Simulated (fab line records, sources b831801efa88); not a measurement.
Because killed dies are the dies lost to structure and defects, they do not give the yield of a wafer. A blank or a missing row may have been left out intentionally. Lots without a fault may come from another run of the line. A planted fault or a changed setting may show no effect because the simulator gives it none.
fab line records	flow sky130
record lots=11	wafers=33	last_day=49
route steps=708 shown POLY_GATE@236 LDD_P@266 SD_P@329 SD_N@354 PAD_OPEN@708
lots that met no fault: from a run of the same line without faults
start_h: hours from the record's opening day to when the first of the lot's shown wafers began	wait_h: hours elapsed since this lot's preceding step	" same as the row above	L1.1+2: one row covering several wafers at once	- no value, or no start given	* or withheld: withheld	< > ~ a bound
route shown NAME@n: NAME is a module with steps in the file, n the number in the route of the first one	usual: average and standard deviation across the fault-free wafers	same: alike in all rows	chamber/n: place in a boat	sites: the reading at each site	_std_site: the standard deviation of these	_edge_site: outer sites' mean less inner sites'	radius_mm: for every site, how far away it sits from the centre of the wafer	mask NAME#n: copy n	behind: the last tool/chamber to shape the wafer	hold: the reason the lot was held/the length of the hold in hours/how it ended	device: the transistor (n, p or np) that didn't switch	end of line: the route-end tests of the same wafers	a step given without rows: its recipe and nothing more	killed: dies that structure and defects cost at the first sort, which is not the same as the wafer's yield	map: a wafer's dies, x killed, . not, _ none there
set.NAME: setting as actually run; set.NAME@STEP: the setting as run at that earlier step	model.NAME: the simulator's own value behind a step, which no gauge read
a sample of lots followed through the steps of the route, with each step as a table and each wafer as a row
services: when a tool's chamber went out of use (start_h, in hours from the record's first day, below 0 if earlier), for how many hours, and the reason
## steps
# step SKY_POLY_GATE_CD_MEAS_22
# usual cd_nm=149.9/1.8
lot.wafer	tool	chamber	start_h	wait_h	cd_nm
L230.1	cd_sem-02	-	377.94	0.1	150.2
L230.3	"	-	"	"	151.1
L230.6	"	-	"	"	152.0
L232.1	cd_sem-01	-	388.73	0.1	150.6
L232.3	"	-	"	"	148.1
L232.4	"	-	"	"	150.0
L233.1	cd_sem-01	-	396.05	0.1	151.0
L233.4	"	-	"	"	149.0
L233.5	"	-	"	"	149.1
L237.3	cd_sem-02	-	433.00	0.1	149.6
L237.4	"	-	"	"	149.0
L237.6	"	-	"	"	149.1
L235.3	cd_sem-01	-	433.17	0.3	151.5
L235.4	"	-	"	"	148.1
L235.6	"	-	"	"	150.2
L240.1	cd_sem-02	-	461.63	0.1	148.4
L240.2	"	-	"	"	150.0
L240.5	"	-	"	"	151.1
L241.1	cd_sem-02	-	469.20	0.1	149.4
L241.5	"	-	"	"	149.1
L241.6	"	-	"	"	148.7
L242.1	cd_sem-02	-	481.52	0.1	153.2
L242.2	"	-	"	"	153.3
L242.6	"	-	"	"	151.1
L243.1	cd_sem-02	-	492.22	0.1	146.9
L243.5	"	-	"	"	146.7
L243.6	"	-	"	"	150.1
L246.3	cd_sem-02	-	514.59	0.1	148.6
L246.4	"	-	"	"	149.4
L246.6	"	-	"	"	148.8
L250.1	cd_sem-01	-	550.59	0.1	153.8
L250.5	"	-	"	"	150.5
L250.6	"	-	"	"	152.5
# step SKY_LDD_P_TW_MEAS_11
# usual LDD_P_TW=632/4.1
lot.wafer	tool	chamber	start_h	wait_h	LDD_P_TW
L230.1	film_metro-02	-	440.06	0.1	637
L230.3	"	-	"	"	636
L230.6	"	-	"	"	637
L232.1	film_metro-02	-	451.84	0.1	643
L232.3	"	-	"	"	640
L232.4	"	-	"	"	636
L233.1	film_metro-04	-	459.66	0.1	630
L233.4	"	-	"	"	630
L233.5	"	-	"	"	629
L237.3	film_metro-03	-	495.58	0.1	635
L237.4	"	-	"	"	633
L237.6	"	-	"	"	637
L235.3	film_metro-02	-	495.91	0.1	633
L235.4	"	-	"	"	637
L235.6	"	-	"	"	637
L240.1	film_metro-04	-	524.76	0.1	628
L240.2	"	-	"	"	627
L240.5	"	-	"	"	628
L241.1	film_metro-04	-	531.76	0.1	628
L241.5	"	-	"	"	633
L241.6	"	-	"	"	629
L242.1	film_metro-04	-	544.26	0.1	627
L242.2	"	-	"	"	629
L242.6	"	-	"	"	631
L243.1	film_metro-02	-	555.31	0.1	640
L243.5	"	-	"	"	635
L243.6	"	-	"	"	640
L246.3	film_metro-03	-	575.86	0.1	635
L246.4	"	-	"	"	634
L246.6	"	-	"	"	632
L250.1	film_metro-02	-	611.24	0.1	638
L250.5	"	-	"	"	636
L250.6	"	-	"	"	641
# step SKY_SD_P_IMPLANT_09
# recipe species=BF2	energy_kev=19.64	dose_cm2=3e+15	tilt_deg=0
lot.wafer	tool	chamber	start_h	wait_h
L230.1+3+6	implanter-03	0	593.78	0.0
L232.1+3+4	implanter-02	0	607.06	0.0
L233.1+4+5	implanter-02	0	612.58	0.0
L235.3+4+6	implanter-04	0	646.51	0.1
L237.3+4+6	implanter-02	0	646.63	0.1
L240.1+2+5	implanter-03	0	675.26	0.0
L241.1+5+6	implanter-04	0	680.41	0.0
L241.1+5+6	implanter-04	0	680.73	0.3
L242.1+2+6	implanter-04	0	690.96	0.0
L242.1+2+6	implanter-04	0	691.27	0.3
L243.1+5+6	implanter-03	0	702.61	0.0
L246.3+4+6	implanter-03	0	720.91	0.1
L250.1+5+6	implanter-02	0	753.91	0.0
L250.1+5+6	implanter-02	0	754.23	0.3
# step SKY_SD_P_STRIP_10
# recipe chemistry=O2/N2	power_w=1400	pressure_mtorr=1500	platen_temp_c=withheld	o2_flow_sccm=3000	n2_flow_sccm=300	overash_fraction=0.5
# usual chamber_pressure_mTorr=1500.2/1.4	drypump_motor_current_A=5.6/0.61	oes_product_au=0.619/0.0048	strip_time_to_endpoint_s=17.42/0.048
# same overash_fraction=0.5
lot.wafer	tool	chamber	start_h	wait_h	chamber_pressure_mTorr	drypump_motor_current_A	oes_product_au	rf_hours_counter_h	strip_time_to_endpoint_s
L230.1	plasma_asher-03	0	593.93	0.1	1499.5	4.9	0.610	76	17.41
L230.3	"	1	"	"	1500.6	5.9	0.613	-	17.41
L230.6	"	1	"	"	1501.3	5.9	0.617	-	17.36
L232.1	plasma_asher-04	0	607.21	0.1	1500.4	6.0	0.624	92	17.53
L232.3	"	1	"	"	1501.5	4.9	0.619	-	17.53
L232.4	"	0	"	"	1500.1	6.0	0.614	-	17.53
L233.1	plasma_asher-01	1	612.73	0.1	1499.7	6.1	0.616	18	17.39
L233.4	"	1	"	"	1501.9	6.1	0.620	-	17.39
L233.5	"	0	"	"	1502.5	6.5	0.618	-	17.34
L235.3	plasma_asher-03	0	646.65	0.1	1501.0	4.9	0.624	-	17.43
L235.4	"	1	"	"	1500.0	5.9	0.619	-	17.45
L235.6	"	1	"	"	1498.5	5.9	0.614	-	17.46
L237.3	plasma_asher-01	0	646.77	0.1	1502.0	6.5	0.605	-	17.32
L237.4	"	1	"	"	1498.0	6.1	0.614	-	17.39
L237.6	"	1	"	"	1500.5	6.1	0.611	-	17.36
L240.1	plasma_asher-03	1	675.41	0.1	1499.9	5.9	0.620	85	17.47
L240.2	"	0	"	"	1499.5	4.9	0.628	85	17.46
L240.5	"	1	"	"	1500.4	5.9	0.616	-	17.53
L241.1	plasma_asher-01	0	680.88	0.1	1501.6	6.5	0.597	26	18.84
L241.5	"	0	"	"	1499.1	6.5	0.593	-	18.84
L241.6	"	1	"	"	1498.6	6.1	0.581	-	18.79
L242.1	plasma_asher-03	0	691.42	0.1	1500.6	4.9	0.584	86	18.81
L242.2	"	1	"	"	1500.6	5.9	0.593	86	18.82
L242.6	"	0	"	"	1500.9	4.9	0.594	-	18.81
L243.1	plasma_asher-04	1	702.76	0.1	1502.4	4.9	0.621	99	17.48
L243.5	"	1	"	"	1498.9	4.9	0.621	-	17.48
L243.6	"	0	"	"	1501.5	6.0	0.621	-	17.51
L246.3	plasma_asher-04	1	721.04	0.1	1497.9	4.9	0.618	-	17.47
L246.4	"	0	"	"	1501.1	6.0	0.614	-	17.45
L246.6	"	0	"	"	1499.0	6.0	0.623	-	17.49
L250.1	plasma_asher-03	1	754.38	0.1	1501.3	5.9	0.595	92	18.83
L250.5	"	0	"	"	1499.9	4.9	0.590	-	18.79
L250.6	"	1	"	"	1500.4	5.9	0.595	-	18.81
# step SKY_SD_P_TW_MEAS_11
# usual SD_P_TW=2811/18
lot.wafer	tool	chamber	start_h	wait_h	SD_P_TW
L230.1	film_metro-03	-	594.03	0.1	2817
L230.3	"	-	"	"	2794
L230.6	"	-	"	"	2797
L232.1	film_metro-02	-	607.31	0.1	2837
L232.3	"	-	"	"	2838
L232.4	"	-	"	"	2823
L233.1	film_metro-03	-	612.83	0.1	2802
L233.4	"	-	"	"	2808
L233.5	"	-	"	"	2787
L235.3	film_metro-03	-	646.73	0.1	2790
L235.4	"	-	"	"	2788
L235.6	"	-	"	"	2796
L237.3	film_metro-03	-	646.85	0.1	2798
L237.4	"	-	"	"	2783
L237.6	"	-	"	"	2786
L240.1	film_metro-02	-	675.51	0.1	2803
L240.2	"	-	"	"	2801
L240.5	"	-	"	"	2812
L241.1	film_metro-02	-	680.98	0.1	3103
L241.5	"	-	"	"	3123
L241.6	"	-	"	"	3094
L241.1	film_metro-02	-	681.21	0.2	3100
L241.5	"	-	"	"	3118
L241.6	"	-	"	"	3117
L242.1	film_metro-03	-	691.52	0.1	3112
L242.2	"	-	"	"	3111
L242.6	"	-	"	"	3118
L242.1	film_metro-03	-	691.76	0.2	3120
L242.2	"	-	"	"	3091
L242.6	"	-	"	"	3122
L243.1	film_metro-01	-	702.96	0.2	2791
L243.5	"	-	"	"	2804
L243.6	"	-	"	"	2782
L246.3	film_metro-01	-	721.13	0.1	2821
L246.4	"	-	"	"	2809
L246.6	"	-	"	"	2809
L250.1	film_metro-02	-	754.50	0.1	3092
L250.5	"	-	"	"	3079
L250.6	"	-	"	"	3103
L250.1	film_metro-02	-	754.73	0.2	3083
L250.5	"	-	"	"	3100
L250.6	"	-	"	"	3103
# step SKY_SD_N_TW_MEAS_12
# usual SD_N_TW=3968/20
lot.wafer	tool	chamber	start_h	wait_h	SD_N_TW
L230.1	film_metro-02	-	651.79	0.1	3976
L230.3	"	-	"	"	3963
L230.6	"	-	"	"	3976
L232.1	film_metro-02	-	665.09	0.1	3962
L232.3	"	-	"	"	3951
L232.4	"	-	"	"	3977
L233.1	film_metro-02	-	670.36	0.1	3973
L233.4	"	-	"	"	3962
L233.5	"	-	"	"	3988
L235.3	film_metro-02	-	702.50	0.1	3982
L235.4	"	-	"	"	3974
L235.6	"	-	"	"	3985
L237.3	film_metro-02	-	702.63	0.1	3984
L237.4	"	-	"	"	3992
L237.6	"	-	"	"	3987
L240.1	film_metro-01	-	731.51	0.1	3999
L240.2	"	-	"	"	3993
L240.5	"	-	"	"	3971
L241.1	film_metro-03	-	737.39	0.1	3955
L241.5	"	-	"	"	3956
L241.6	"	-	"	"	3974
L242.1	film_metro-03	-	746.94	0.1	3938
L242.2	"	-	"	"	3959
L242.6	"	-	"	"	3952
L243.1	film_metro-02	-	758.86	0.1	3950
L243.5	"	-	"	"	3957
L243.6	"	-	"	"	3933
L246.3	film_metro-02	-	776.55	0.1	3964
L246.4	"	-	"	"	3957
L246.6	"	-	"	"	3940
L250.1	film_metro-03	-	807.94	0.1	3978
L250.5	"	-	"	"	3951
L250.6	"	-	"	"	3970
# step SKY_SD_N_RS_MEAS_17
# recipe thk_meas_gauge=four-point-probe
# usual SD_P_RS=148.1/0.3
lot.wafer	tool	chamber	start_h	wait_h	SD_P_RS[ohm/sq]
L230.1	film_metro-01	-	652.24	0.1	148.7
L230.3	"	-	"	"	148.2
L230.6	"	-	"	"	148.7
L232.1	film_metro-02	-	665.50	0.1	148.0
L232.3	"	-	"	"	148.1
L232.4	"	-	"	"	147.5
L233.1	film_metro-03	-	670.80	0.1	148.3
L233.4	"	-	"	"	148.3
L233.5	"	-	"	"	148.7
L235.3	film_metro-03	-	702.92	0.1	148.0
L235.4	"	-	"	"	147.6
L235.6	"	-	"	"	147.7
L237.3	film_metro-02	-	703.09	0.1	148.0
L237.4	"	-	"	"	147.9
L237.6	"	-	"	"	148.0
L240.1	film_metro-03	-	731.92	0.1	147.7
L240.2	"	-	"	"	148.1
L240.5	"	-	"	"	147.7
L241.1	film_metro-02	-	737.84	0.1	138.2
L241.5	"	-	"	"	138.6
L241.6	"	-	"	"	138.0
L241.1	film_metro-02	-	738.13	0.3	138.4
L241.5	"	-	"	"	139.0
L241.6	"	-	"	"	138.6
L242.1	film_metro-01	-	747.35	0.1	139.0
L242.2	"	-	"	"	139.0
L242.6	"	-	"	"	138.8
L242.1	film_metro-01	-	747.77	0.4	139.3
L242.2	"	-	"	"	139.4
L242.6	"	-	"	"	138.8
L243.1	film_metro-02	-	759.27	0.1	148.2
L243.5	"	-	"	"	148.3
L243.6	"	-	"	"	148.1
L246.3	film_metro-03	-	776.97	0.1	148.1
L246.4	"	-	"	"	148.2
L246.6	"	-	"	"	148.2
L250.1	film_metro-02	-	808.34	0.1	139.0
L250.5	"	-	"	"	139.1
L250.6	"	-	"	"	139.5
L250.1	film_metro-02	-	808.63	0.3	139.1
L250.5	"	-	"	"	139.5
L250.6	"	-	"	"	139.1
# step SKY_PAD_OPEN_PROBE_99
# usual killed_at_M0_to_M3=44/6.8	killed_at_M4_up=3.1/1.9	killed_at_contacts=25/5.9	killed_at_front_end=15/4.3	killed_at_other=0.2/0.51	killed_dies=87/11	killed_open=47/7.9	killed_short=39/6.4
# same gross_dies=492	killed_at_back_side=0
lot.wafer	tool	chamber	start_h	wait_h	killed_at_M0_to_M3	killed_at_M4_up	killed_at_contacts	killed_at_front_end	killed_at_other	killed_dies	killed_open	killed_short
L246.6	prober-01	-	1165.30	0.2	46	5	28	11	0	90	55	35
L250.1	prober-02	-	1185.27	0.1	39	4	24	12	0	79	43	36
L250.5	prober-02	-	1185.47	0.2	47	1	28	11	0	87	54	33
L250.6	prober-02	-	1185.52	0.2	42	5	26	9	0	82	53	29
# killed by level:class
L246.6 VIA2:geometric_particle:open=11 CONTACT:geometric_particle:open=10 VIA3:geometric_particle:open=9 VIA1:geometric_particle:open=8 CONTACT:geometric_particle:short=6 FIELD_ISO:geometric_particle:open=5 LI_CONTACT:geometric_particle:open=5 LOCAL_INTERCONNECT:geometric_particle:short=5
L250.1 VIA1:geometric_particle:open=11 CONTACT:geometric_particle:open=10 VIA1:geometric_particle:short=8 METAL1:geometric_particle:short=7 LOCAL_INTERCONNECT:geometric_particle:short=5 VIA2:geometric_particle:open=4 FIELD_ISO:geometric_particle:open=3 POLY_GATE:geometric_particle:open=3
L250.5 CONTACT:geometric_particle:open=13 VIA2:geometric_particle:open=11 VIA1:geometric_particle:open=11 LI_CONTACT:geometric_particle:open=7 VIA3:geometric_particle:open=6 METAL1:geometric_particle:short=5 LI_CONTACT:geometric_particle:short=4 METAL2:geometric_particle:short=4
L250.6 VIA1:geometric_particle:open=14 CONTACT:geometric_particle:open=13 VIA3:geometric_particle:open=7 LI_CONTACT:geometric_particle:open=6 FIELD_ISO:geometric_particle:open=4 VIA1:geometric_particle:short=4 VIA2:geometric_particle:open=4 LI_CONTACT:geometric_particle:short=3
## services
tool	chamber	start_h	hours	kind
implanter-02	-	579.52	12.2	repair
plasma_asher-04	-	613.68	9.7	repair
plasma_asher-04	-	628.50	15.2	repair
implanter-02	-	637.43	3.3	pm
implanter-03	-	708.09	6.3	repair
implanter-04	-	715.84	2.7	repair
plasma_asher-01	-	716.31	1.6	repair
plasma_asher-04	-	733.75	9.0	pm
plasma_asher-04	0	733.75	9.0	vent_cycle
plasma_asher-04	1	733.75	9.0	vent_cycle
plasma_asher-04	0	742.75	-	clean
plasma_asher-04	1	742.75	-	clean
## key
first_sign step=SKY_SD_P_IMPLANT_09	reading=visit	direction=added
effect step=SKY_SD_P_STRIP_10	reading=strip_time_to_endpoint_s	direction=up	sigmas=29	usual=*	struck=*
effect step=SKY_SD_P_TW_MEAS_11	reading=visit	direction=added
effect step=SKY_SD_P_TW_MEAS_11	reading=SD_P_TW	direction=up	sigmas=17	usual=2811	struck=3104
effect step=SKY_SD_N_RS_MEAS_17	reading=SD_P_RS	direction=down	sigmas=31	usual=148.1	struck=138.8
met_at SKY_SD_P_IMPLANT_09
struck_lots L241,L242,L250
tester_left_out L241,L242,L250
not_acting_at SKY_POLY_GATE_CD_MEAS_22,SKY_LDD_P_TW_MEAS_11,SKY_SD_N_TW_MEAS_12
fault kind=repeated_step_whole	tool=implanter-02,implanter-03,implanter-04	chamber=-	onset_h=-	steps=SKY_SD_P_IMPLANT_09	times=1	scope=struck_lots_only
# tester_left_out: of these lots the tester's yield and bins aren't shown, on N5 and GAA mostly nor the transistor test; their killed dies are dies lost to structure and defects alone, not to doping, threshold or leakage, so they don't give the yield
